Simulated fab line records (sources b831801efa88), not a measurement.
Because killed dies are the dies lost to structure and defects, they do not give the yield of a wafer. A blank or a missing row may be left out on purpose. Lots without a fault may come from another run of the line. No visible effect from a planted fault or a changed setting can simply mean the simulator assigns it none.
fab line records ; flow sky130
[record] lots = 12; wafers = 36; last_day = 50
route steps=708 shown GATE_OXIDE@197 POLY_GATE@218 LDD_N@239 LDD_HVN@276 PAD_OPEN@708
lots with no fault: from the same line, run without faults
start_h: start of the lot's first displayed wafer, in hours after the record's first day ; wait_h: how many hours have passed since the lot's step before this one ; " unchanged from the row above ; L1.1+2: several wafers, shown together as one row ; - no value present, or no start provided ; * or withheld: withheld ; < > ~ a bound
route shown NAME@n: a module of which the file shows steps, and the number in the route of the first ; usual: mean/standard deviation taken from wafers without a fault ; same: alike in all rows ; chamber/n: place in a boat ; sites: each site's reading ; _std_site: the values' standard deviation ; _edge_site: mean of outer sites minus mean of inner sites ; radius_mm: for every site, how far away it sits from the centre of the wafer ; mask NAME#n: copy n ; behind: the most recent tool/chamber to have shaped the wafer ; hold: why the lot was held/for how many hours/how that ended ; device: names the non-switching transistor (n, p or np) ; end of line: the same wafers' tests at the end of the route ; for a step that has no rows: nothing shown but its recipe ; killed: dies lost to structure and defects at the first sort, not the wafer's yield ; map: the dies of a wafer, with x for killed, . for not killed, _ for no die there
set.NAME: the run value of the setting; set.NAME@STEP: its run value at that earlier step ; model.NAME: the simulator's own value behind a step, which no gauge read
one table for each step of the route and one row for each wafer, over a sample of lots
services: a tool's chamber out of use, with start hour (start_h, from the record's first day; less than 0 if before it), hours out, and reason
[[steps]]
[step SKY_GATE_OXIDE_OVL_MEAS_10]
[usual] GATE_OXIDE_OVL = -1.5/1.3
lot.wafer;tool;chamber;start_h;wait_h;GATE_OXIDE_OVL[nm]
L738.1;overlay-01;-;310.81;0.1;-2.8
L738.3;overlay-01;-;310.81;0.1;-4.3
L738.4;overlay-01;-;310.81;0.1;-2.4
L740.1;overlay-01;-;322.55;0.1;0.1
L740.4;overlay-01;-;322.55;0.1;0.0
L740.5;overlay-01;-;322.55;0.1;0.1
L741.1;overlay-01;-;331.50;0.1;-2.4
L741.4;overlay-01;-;331.50;0.1;-1.3
L741.6;overlay-01;-;331.50;0.1;0.1
L742.2;overlay-01;-;338.61;0.1;-4.1
L742.4;overlay-01;-;338.61;0.1;-2.7
L742.5;overlay-01;-;338.61;0.1;-2.1
L744.3;overlay-01;-;355.87;0.1;-2.2
L744.4;overlay-01;-;355.87;0.1;-0.3
L744.6;overlay-01;-;355.87;0.1;-0.9
L749.1;overlay-02;-;408.15;0.1;-0.6
L749.2;overlay-02;-;408.15;0.1;-0.1
L749.6;overlay-02;-;408.15;0.1;-0.8
L751.3;overlay-02;-;423.89;0.1;0.4
L751.4;overlay-02;-;423.89;0.1;1.7
L751.6;overlay-02;-;423.89;0.1;-2.0
L755.1;overlay-01;-;455.01;0.1;-3.3
L755.2;overlay-01;-;455.01;0.1;-3.0
L755.5;overlay-01;-;455.01;0.1;-1.7
L756.1;overlay-02;-;465.68;0.1;-1.6
L756.4;overlay-02;-;465.68;0.1;-1.7
L756.6;overlay-02;-;465.68;0.1;-1.2
L757.1;overlay-01;-;473.18;0.1;-3.0
L757.3;overlay-01;-;473.18;0.1;-1.7
L757.6;overlay-01;-;473.18;0.1;-0.4
L760.3;overlay-02;-;494.56;0.1;-0.7
L760.4;overlay-02;-;494.56;0.1;0.8
L760.6;overlay-02;-;494.56;0.1;1.3
L761.2;overlay-02;-;501.58;0.1;-2.6
L761.3;overlay-02;-;501.58;0.1;-1.9
L761.5;overlay-02;-;501.58;0.1;-2.1
[step SKY_POLY_GATE_THK_MEAS_04]
[recipe] reads = Si3N4_of_POLY_GATE_CVD_03
[usual] POLY_GATE_CVD_03_THK = 74.3/0.72
lot.wafer;tool;chamber;start_h;wait_h;POLY_GATE_CVD_03_THK[nm]
L738.1;film_metro-01;-;347.21;0.0;74.3
L738.3;film_metro-01;-;347.21;0.0;73.5
L738.4;film_metro-01;-;347.21;0.0;74.6
L740.1;film_metro-04;-;361.16;0.0;74.8
L740.4;film_metro-04;-;361.16;0.0;75.0
L740.5;film_metro-04;-;361.16;0.0;74.5
L741.1;film_metro-04;-;370.84;0.0;73.5
L741.4;film_metro-04;-;370.84;0.0;73.5
L741.6;film_metro-04;-;370.84;0.0;74.0
L742.2;film_metro-02;-;372.21;0.0;75.5
L742.4;film_metro-02;-;372.21;0.0;75.9
L742.5;film_metro-02;-;372.21;0.0;76.3
L744.3;film_metro-02;-;391.11;0.0;75.8
L744.4;film_metro-02;-;391.11;0.0;76.0
L744.6;film_metro-02;-;391.11;0.0;75.9
L749.1;film_metro-01;-;444.33;0.0;73.8
L749.2;film_metro-01;-;444.33;0.0;73.3
L749.6;film_metro-01;-;444.33;0.0;73.7
L751.3;film_metro-02;-;460.20;0.0;74.5
L751.4;film_metro-02;-;460.20;0.0;74.5
L751.6;film_metro-02;-;460.20;0.0;73.9
L755.1;film_metro-02;-;491.34;0.0;74.8
L755.2;film_metro-02;-;491.34;0.0;74.5
L755.5;film_metro-02;-;491.34;0.0;74.3
L756.1;film_metro-02;-;501.46;0.0;73.6
L756.4;film_metro-02;-;501.46;0.0;74.0
L756.6;film_metro-02;-;501.46;0.0;74.6
L757.1;film_metro-04;-;509.01;0.0;74.2
L757.3;film_metro-04;-;509.01;0.0;74.3
L757.6;film_metro-04;-;509.01;0.0;74.2
L760.3;film_metro-04;-;529.15;0.0;74.8
L760.4;film_metro-04;-;529.15;0.0;74.3
L760.6;film_metro-04;-;529.15;0.0;73.9
L761.2;film_metro-02;-;536.92;0.0;73.9
L761.3;film_metro-02;-;536.92;0.0;74.0
L761.5;film_metro-02;-;536.92;0.0;74.1
[step SKY_LDD_N_COAT_02]
[recipe] resist = NOVOLAK; spin_rpm = 3000; resist_thk_nm = 300
lot.wafer;tool;chamber;start_h;wait_h
L738.1+3+4;litho_track-04;0;390.08;0.1
L740.1+4+5;litho_track-03;0;407.44;0.1
L741.1+4+6;litho_track-03;0;416.14;0.1
L742.2+4+5;litho_track-04;0;417.60;0.1
L744.3+4+6;litho_track-01;0;437.91;0.1
L749.1+2+6;litho_track-04;0;492.93;0.1
L751.3+4+6;litho_track-04;0;507.83;0.1
L755.1+2+5;litho_track-03;0;538.84;0.1
L756.1+4+6;litho_track-03;0;550.14;0.1
L757.1+3+6;litho_track-03;0;556.59;0.1
L760.3+4+6;litho_track-01;0;576.11;0.1
L761.2+3+5;litho_track-01;0;584.29;0.1
[step SKY_LDD_N_STRIP_16]
[recipe] chemistry = O2/N2; power_w = 1400; pressure_mtorr = 1500; platen_temp_c = withheld; o2_flow_sccm = 3000; n2_flow_sccm = 300; overash_fraction = 0.5
[usual] drypump_motor_current_A = 5.9/0.65; oes_product_au = 0.407/0.0047; strip_time_to_endpoint_s = 4.312/0.014
lot.wafer;tool;chamber;start_h;wait_h;drypump_motor_current_A;oes_product_au;rf_hours_counter_h;strip_time_to_endpoint_s
L738.1;plasma_asher-02;1;406.15;0.1;4.8;0.409;75;4.306
L738.3;plasma_asher-02;1;406.15;0.1;4.8;0.409;-;4.296
L738.4;plasma_asher-02;0;406.15;0.1;6.1;0.402;-;4.292
L740.1;plasma_asher-01;1;423.58;0.1;5.1;0.411;32;4.301
L740.4;plasma_asher-01;0;423.58;0.1;6.6;0.407;-;4.339
L740.5;plasma_asher-01;1;423.58;0.1;5.0;0.409;-;4.327
L741.1;plasma_asher-02;0;432.55;0.1;6.1;0.408;78;4.319
L741.4;plasma_asher-02;0;432.55;0.1;6.1;0.407;-;4.347
L741.6;plasma_asher-02;1;432.55;0.1;4.7;0.402;-;4.320
L742.2;plasma_asher-02;0;433.80;0.1;6.1;0.406;78;4.303
L742.4;plasma_asher-02;0;433.80;0.1;6.1;0.399;-;4.339
L742.5;plasma_asher-02;1;433.80;0.1;4.8;0.404;-;4.315
L744.3;plasma_asher-04;1;454.90;0.1;6.2;0.408;-;4.323
L744.4;plasma_asher-04;0;454.90;0.1;6.3;0.406;-;4.311
L744.6;plasma_asher-04;0;454.90;0.1;6.4;0.406;-;4.318
L749.1;plasma_asher-01;0;509.14;0.1;6.6;0.413;41;4.473
L749.2;plasma_asher-01;1;509.14;0.1;5.1;0.413;41;4.480
L749.6;plasma_asher-01;0;509.14;0.1;6.6;0.408;-;4.468
L751.3;plasma_asher-04;1;524.41;0.1;6.2;0.414;-;4.485
L751.4;plasma_asher-04;0;524.41;0.1;6.4;0.415;-;4.480
L751.6;plasma_asher-04;0;524.41;0.1;6.4;0.415;-;4.473
L755.1;plasma_asher-01;0;555.31;0.1;6.5;0.400;45;4.291
L755.2;plasma_asher-01;1;555.31;0.1;5.0;0.402;45;4.300
L755.5;plasma_asher-01;0;555.31;0.1;6.5;0.415;-;4.323
L756.1;plasma_asher-01;0;567.11;0.1;6.6;0.414;47;4.323
L756.4;plasma_asher-01;1;567.11;0.1;5.1;0.400;-;4.299
L756.6;plasma_asher-01;0;567.11;0.1;6.6;0.407;-;4.321
L757.1;plasma_asher-01;0;572.85;0.1;6.6;0.410;47;4.302
L757.3;plasma_asher-01;0;572.85;0.1;6.5;0.409;-;4.296
L757.6;plasma_asher-01;0;572.85;0.1;6.6;0.404;-;4.294
L760.3;plasma_asher-04;0;592.33;0.1;6.4;0.405;-;4.299
L760.4;plasma_asher-04;1;592.33;0.1;6.2;0.411;-;4.282
L760.6;plasma_asher-04;1;592.33;0.1;6.2;0.414;-;4.309
L761.2;plasma_asher-04;0;600.51;0.1;6.4;0.398;69;4.292
L761.3;plasma_asher-04;1;600.51;0.1;6.2;0.409;-;4.308
L761.5;plasma_asher-04;0;600.51;0.1;6.3;0.406;-;4.304
[step SKY_LDD_HVN_STRIP_09]
[recipe] chemistry = O2/N2; power_w = 1416; pressure_mtorr = 1500; platen_temp_c = withheld; o2_flow_sccm = 3000; n2_flow_sccm = 300; overash_fraction = 0.5
[usual] drypump_motor_current_A = 5.9/0.59; oes_product_au = 0.408/0.0047; strip_time_to_endpoint_s = 4.097/0.017
lot.wafer;tool;chamber;start_h;wait_h;drypump_motor_current_A;oes_product_au;rf_hours_counter_h;strip_time_to_endpoint_s
L738.1;plasma_asher-04;1;466.63;0.1;6.2;0.411;55;4.104
L738.3;plasma_asher-04;1;466.63;0.1;6.2;0.404;-;4.088
L738.4;plasma_asher-04;0;466.63;0.1;6.4;0.408;-;4.092
L740.1;plasma_asher-01;0;485.40;0.1;6.5;0.410;39;4.104
L740.4;plasma_asher-01;1;485.40;0.1;5.0;0.410;-;4.088
L740.5;plasma_asher-01;1;485.40;0.1;5.1;0.405;-;4.075
L741.1;plasma_asher-03;1;494.38;0.1;5.8;0.399;7;4.071
L741.4;plasma_asher-03;1;494.38;0.1;5.9;0.408;-;4.077
L741.6;plasma_asher-03;1;494.38;0.1;5.9;0.412;-;4.078
L742.2;plasma_asher-01;0;494.44;0.1;6.6;0.407;40;4.091
L742.4;plasma_asher-01;1;494.44;0.1;5.1;0.406;-;4.100
L742.5;plasma_asher-01;0;494.44;0.1;6.5;0.409;-;4.089
L744.3;plasma_asher-01;1;516.52;0.1;5.1;0.407;-;4.103
L744.4;plasma_asher-01;0;516.52;0.1;6.5;0.409;-;4.085
L744.6;plasma_asher-01;1;516.52;0.1;5.0;0.414;-;4.093
L749.1;plasma_asher-04;1;569.98;0.1;6.2;0.407;66;4.093
L749.2;plasma_asher-04;0;569.98;0.1;6.4;0.409;66;4.091
L749.6;plasma_asher-04;0;569.98;0.1;6.4;0.416;-;4.125
L751.3;plasma_asher-04;0;585.08;0.1;6.4;0.403;-;4.122
L751.4;plasma_asher-04;1;585.08;0.1;6.2;0.413;-;4.104
L751.6;plasma_asher-04;1;585.08;0.1;6.2;0.414;-;4.099
L755.1;plasma_asher-03;0;614.33;0.1;5.5;0.413;18;4.079
L755.2;plasma_asher-03;1;614.33;0.1;5.8;0.404;18;4.107
L755.5;plasma_asher-03;0;614.33;0.1;5.5;0.413;-;4.118
L756.1;plasma_asher-01;0;624.55;0.1;6.5;0.414;52;4.103
L756.4;plasma_asher-01;0;624.55;0.1;6.5;0.413;-;4.089
L756.6;plasma_asher-01;0;624.55;0.1;6.5;0.408;-;4.095
L757.1;plasma_asher-01;0;632.18;0.1;6.5;0.410;53;4.069
L757.3;plasma_asher-01;0;632.18;0.1;6.5;0.411;-;4.111
L757.6;plasma_asher-01;0;632.18;0.1;6.6;0.410;-;4.080
L760.3;plasma_asher-01;0;649.33;0.1;6.5;0.415;-;4.095
L760.4;plasma_asher-01;1;649.33;0.1;5.0;0.410;-;4.095
L760.6;plasma_asher-01;0;649.33;0.1;6.5;0.403;-;4.089
L761.2;plasma_asher-03;1;659.00;0.1;5.8;0.408;23;4.093
L761.3;plasma_asher-03;1;659.00;0.1;5.8;0.400;-;4.107
L761.5;plasma_asher-03;0;659.00;0.1;5.5;0.406;-;4.098
[step SKY_PAD_OPEN_PROBE_99]
[usual] killed_at_M0_to_M3 = 43/6.6; killed_at_M4_up = 3.0/1.7; killed_at_contacts = 24/5.4; killed_at_front_end = 16/4.6; killed_at_other = 0.3/0.53; killed_dies = 87/9.7; killed_open = 47/7.3; killed_short = 39/6.5
[same] gross_dies = 492; killed_at_back_side = 0
lot.wafer;tool;chamber;start_h;wait_h;killed_at_M0_to_M3;killed_at_M4_up;killed_at_contacts;killed_at_front_end;killed_at_other;killed_dies;killed_open;killed_short
L741.1;prober-02;-;1095.76;0.1;39;2;23;14;1;79;43;36
L741.4;prober-02;-;1095.91;0.2;42;6;25;14;1;88;45;43
L741.6;prober-02;-;1096.01;0.2;45;0;27;17;0;89;48;41
L749.1;prober-01;-;1145.61;0.1;38;3;28;27;0;96;49;47
L749.2;prober-01;-;1145.66;0.1;49;3;24;13;0;89;45;44
L749.6;prober-01;-;1145.86;0.2;40;2;26;11;0;79;42;37
L757.1;prober-01;-;1182.68;0.1;55;4;26;5;0;90;46;44
L757.3;prober-01;-;1182.78;0.2;33;4;23;23;0;83;41;42
L757.6;prober-01;-;1182.93;0.2;36;1;20;16;0;73;35;38
// killed by level:class
L741.1 LI_CONTACT:geometric_particle:open=10 VIA1:geometric_particle:open=6 VIA2:geometric_particle:open=6 METAL2:geometric_particle:short=5 CONTACT:geometric_particle:short=5 CONTACT:geometric_particle:open=5 FIELD_ISO:geometric_particle:open=4 VIA2:geometric_particle:short=4
L741.4 METAL1:geometric_particle:short=10 VIA1:geometric_particle:open=8 FIELD_ISO:geometric_particle:short=6 VIA3:geometric_particle:open=6 LI_CONTACT:geometric_particle:open=5 LOCAL_INTERCONNECT:geometric_particle:short=5 CONTACT:geometric_particle:open=5 FIELD_ISO:geometric_particle:open=4
L741.6 LI_CONTACT:geometric_particle:open=9 CONTACT:geometric_particle:open=9 VIA2:geometric_particle:open=9 METAL1:geometric_particle:short=7 POLY_GATE:geometric_particle:open=6 VIA1:geometric_particle:short=6 LOCAL_INTERCONNECT:geometric_particle:short=6 VIA1:geometric_particle:open=5
L749.1 CONTACT:geometric_particle:open=9 FIELD_ISO:geometric_particle:open=8 LI_CONTACT:geometric_particle:open=8 FIELD_ISO:geometric_particle:short=7 VIA3:geometric_particle:open=6 METAL1:geometric_particle:short=6 POLY_GATE:geometric_particle:short=5 CONTACT:geometric_particle:short=5
L749.2 VIA1:geometric_particle:open=15 CONTACT:geometric_particle:short=6 CONTACT:geometric_particle:open=6 LI_CONTACT:geometric_particle:open=5 LOCAL_INTERCONNECT:geometric_particle:short=5 METAL2:geometric_particle:short=5 METAL3:geometric_particle:short=5 VIA3:geometric_particle:open=5
L749.6 VIA2:geometric_particle:open=10 LOCAL_INTERCONNECT:geometric_particle:short=9 VIA1:geometric_particle:open=8 CONTACT:geometric_particle:short=6 VIA1:geometric_particle:short=6 CONTACT:geometric_particle:open=5 POLY_GATE:geometric_particle:open=4 LI_CONTACT:geometric_particle:open=4
L757.1 CONTACT:geometric_particle:open=10 VIA1:geometric_particle:open=9 VIA2:geometric_particle:open=9 LI_CONTACT:geometric_particle:open=8 METAL1:geometric_particle:short=8 CONTACT:geometric_particle:short=5 VIA1:geometric_particle:short=5 VIA2:geometric_particle:short=5
L757.3 CONTACT:geometric_particle:open=10 CONTACT:geometric_particle:short=9 VIA1:geometric_particle:open=9 POLY_GATE:geometric_particle:short=7 METAL1:geometric_particle:short=6 SPACER:geometric_particle:short=4 FIELD_ISO:geometric_particle:short=4 VIA2:geometric_particle:open=4
L757.6 CONTACT:geometric_particle:open=10 POLY_GATE:geometric_particle:short=6 METAL2:geometric_particle:short=6 VIA3:geometric_particle:open=6 METAL1:geometric_particle:short=5 VIA1:geometric_particle:open=5 VIA3:geometric_particle:short=5 FIELD_ISO:geometric_particle:short=4
[[services]]
tool;chamber;start_h;hours;kind
plasma_asher-03;-;421.25;9.0;pm
plasma_asher-03;0;421.25;9.0;vent_cycle
plasma_asher-03;1;421.25;9.0;vent_cycle
plasma_asher-03;0;430.25;-;clean
plasma_asher-03;1;430.25;-;clean
plasma_asher-02;-;431.49;0.4;repair
plasma_asher-02;-;449.20;8.6;repair
plasma_asher-04;-;468.96;1.8;repair
plasma_asher-04;-;472.27;0.7;repair
plasma_asher-01;-;510.23;1.9;repair
plasma_asher-03;-;525.57;2.8;pm
plasma_asher-04;-;538.56;1.7;repair
plasma_asher-03;-;562.99;1.2;repair
plasma_asher-02;-;571.81;1.7;repair
[[key]]
[first_sign] step = SKY_LDD_N_STRIP_16; reading = strip_time_to_endpoint_s; direction = up; sigmas = 12; usual = *; struck = *
effect none on later readings
met_at SKY_LDD_N_COAT_02
struck_lots L749,L751
tester_left_out L749,L751
not_acting_at SKY_GATE_OXIDE_OVL_MEAS_10,SKY_POLY_GATE_THK_MEAS_04,SKY_LDD_HVN_STRIP_09
onset_between 417.60 492.93
[fault] kind = process_parameter_drift; tool = litho_track-04; chamber = -; onset_h = 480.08; steps = SKY_LDD_N_COAT_02; channel = resist_thk_nm; offset = 11.79; shape = step; end_h = 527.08; acts_in = these_recipes_only; stated = 300
// tester_left_out: of these lots the tester's yield and bins aren't shown, on N5 and GAA mostly nor the transistor test; their killed dies are dies lost to structure and defects alone, not to doping, threshold or leakage, so they don't give the yield
